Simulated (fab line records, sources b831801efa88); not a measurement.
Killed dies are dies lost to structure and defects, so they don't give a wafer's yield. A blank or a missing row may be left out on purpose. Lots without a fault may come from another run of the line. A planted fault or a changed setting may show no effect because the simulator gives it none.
Tool commonality check | flow sfq_line | 14 lots, 48 wafers sampled

WHY IT WAS OPENED
At SFQ_M3_RS_MEAS_919 the reading M3_NB_RS is flagged on 2 of 14 lots. Wafers without a fault read 0.889 ohm/sq, standard deviation 0.01.
Rule: a lot is flagged when every wafer of it that has a number lies more than 4 standard deviations from that mean, or none has a number. The other lots count as sound.

lot  | measured     | on            | M3_NB_RS (ohm/sq), wafer by wafer   | flag
L638 | day 44 07:09 | film_metro-03 | 0.882 0.880 0.883                   |
L639 | day 45 09:57 | film_metro-04 | 0.886 0.894 0.886                   |
L640 | day 45 15:59 | film_metro-01 | 0.895 0.887 0.886                   |
L641 | day 45 21:58 | film_metro-03 | 0.879 0.884 0.878                   |
L643 | day 46 18:19 | film_metro-04 | 0.903 0.887 0.890                   |
L644 | day 48 04:30 | film_metro-03 | 0.900 0.896 0.900                   |
L645 | day 48 11:41 | film_metro-03 | 0.877 0.871 0.889                   |
L646 | day 48 20:11 | film_metro-03 | 0.879 0.887 0.891                   |
L651 | day 50 17:55 | film_metro-01 | 1.002 1.014 1.001 1.001 1.012 1.002 | FLAGGED
L653 | day 51 04:44 | film_metro-03 | 0.997 1.002 1.005 1.001 1.002 1.004 | FLAGGED
L655 | day 51 13:19 | film_metro-01 | 0.898 0.911 0.904                   |
L658 | day 52 10:46 | film_metro-03 | 0.891 0.890 0.891                   |
L660 | day 53 18:02 | film_metro-03 | 0.906 0.900 0.891                   |
L661 | day 54 03:38 | film_metro-04 | 0.874 0.878 0.882                   |
The numbers of the flagged lots are 1.004 ohm/sq on average: +0.115 ohm/sq against the usual, or +11 standard deviations.

WHICH TOOL RAN EACH LOT
The record holds 2 process steps before the reading, out of a route of 325 steps. In each cell: the tool, then ch and the chambers that the sampled wafers went through, then the start.
lot  | flag    | SFQ_TRILAYER_I0_VIA_STRIP_STRIP_035 | SFQ_TRILAYER_M3_DEP_SPUTTER_073
L638 |         | rie_metal-02 ch 0,1, day 17 16:34   | pvd_sputter-05, day 44 07:04
L639 |         | rie_metal-02 ch 1, day 18 15:22     | pvd_sputter-05, day 45 09:52
L640 |         | rie_metal-03 ch 0, day 18 19:10     | pvd_sputter-05, day 45 15:53
L641 |         | rie_metal-03 ch 0, day 19 01:17     | pvd_sputter-05, day 45 21:52
L643 |         | rie_metal-02 ch 0,1, day 20 06:38   | pvd_sputter-06, day 46 18:13
L644 |         | rie_metal-02 ch 0,1, day 21 06:38   | pvd_sputter-06, day 48 04:25
L645 |         | rie_metal-01 ch 1, day 21 15:02     | pvd_sputter-04, day 48 11:35
L646 |         | rie_metal-02 ch 0,1, day 21 23:26   | pvd_sputter-04, day 48 20:06
L651 | FLAGGED | rie_metal-03 ch 0,1, day 23 23:34   | pvd_sputter-04, day 50 17:49
L653 | FLAGGED | rie_metal-01 ch 0, day 24 15:29     | pvd_sputter-04, day 51 04:37
L655 |         | rie_metal-02 ch 0, day 25 10:37     | pvd_sputter-06, day 51 13:13
L658 |         | rie_metal-01 ch 0,1, day 26 03:55   | pvd_sputter-06, day 52 10:38
L660 |         | rie_metal-01 ch 0,1, day 27 05:47   | pvd_sputter-06, day 53 17:57
L661 |         | rie_metal-01 ch 1, day 27 15:09     | pvd_sputter-04, day 54 03:33
What these steps do:
- SFQ_TRILAYER_I0_VIA_STRIP_STRIP_035: strips in O2.
- SFQ_TRILAYER_M3_DEP_SPUTTER_073: material Nb, target thk 200 nm, time 133.3 s.
- SFQ_M3_RS_MEAS_919: measures by four-point-probe.

FLAGGED OVER TOTAL, TOOL BY TOOL (the gauges that took the reading come last)
step                                | tool           | lots run | flagged | share of the flagged lots | sound lots run after its first flagged lot
SFQ_TRILAYER_I0_VIA_STRIP_STRIP_035 | rie_metal-01   | 5        | 1       | some                      | 3 (L658,L660,L661)
SFQ_TRILAYER_I0_VIA_STRIP_STRIP_035 | rie_metal-02   | 6        | 0       | none                      | -
SFQ_TRILAYER_I0_VIA_STRIP_STRIP_035 | rie_metal-03   | 3        | 1       | some                      | 0
SFQ_TRILAYER_M3_DEP_SPUTTER_073     | pvd_sputter-04 | 5        | 2       | all                       | 1 (L661)
SFQ_TRILAYER_M3_DEP_SPUTTER_073     | pvd_sputter-05 | 4        | 0       | none                      | -
SFQ_TRILAYER_M3_DEP_SPUTTER_073     | pvd_sputter-06 | 5        | 0       | none                      | -
SFQ_M3_RS_MEAS_919                  | film_metro-01  | 3        | 1       | some                      | 1 (L655)
SFQ_M3_RS_MEAS_919                  | film_metro-03  | 8        | 1       | some                      | 2 (L658,L660)
SFQ_M3_RS_MEAS_919                  | film_metro-04  | 3        | 0       | none                      | -

WHAT THE TABLE ALLOWS
1 row of the table ran every flagged lot: pvd_sputter-04 at SFQ_TRILAYER_M3_DEP_SPUTTER_073.
- pvd_sputter-04 at SFQ_TRILAYER_M3_DEP_SPUTTER_073: 2 of its 5 lots flagged. Sound lots ran on it after the first flagged one (L661), which a lasting fault on the whole tool wouldn't allow. Its own readings lie more than 4 standard deviations out on every wafer of the flagged lots: cathode_dc_power_W.
No row of the table ran every flagged lot and no sound lot after the first.

WHAT THE SIMULATOR HAD PUT IN
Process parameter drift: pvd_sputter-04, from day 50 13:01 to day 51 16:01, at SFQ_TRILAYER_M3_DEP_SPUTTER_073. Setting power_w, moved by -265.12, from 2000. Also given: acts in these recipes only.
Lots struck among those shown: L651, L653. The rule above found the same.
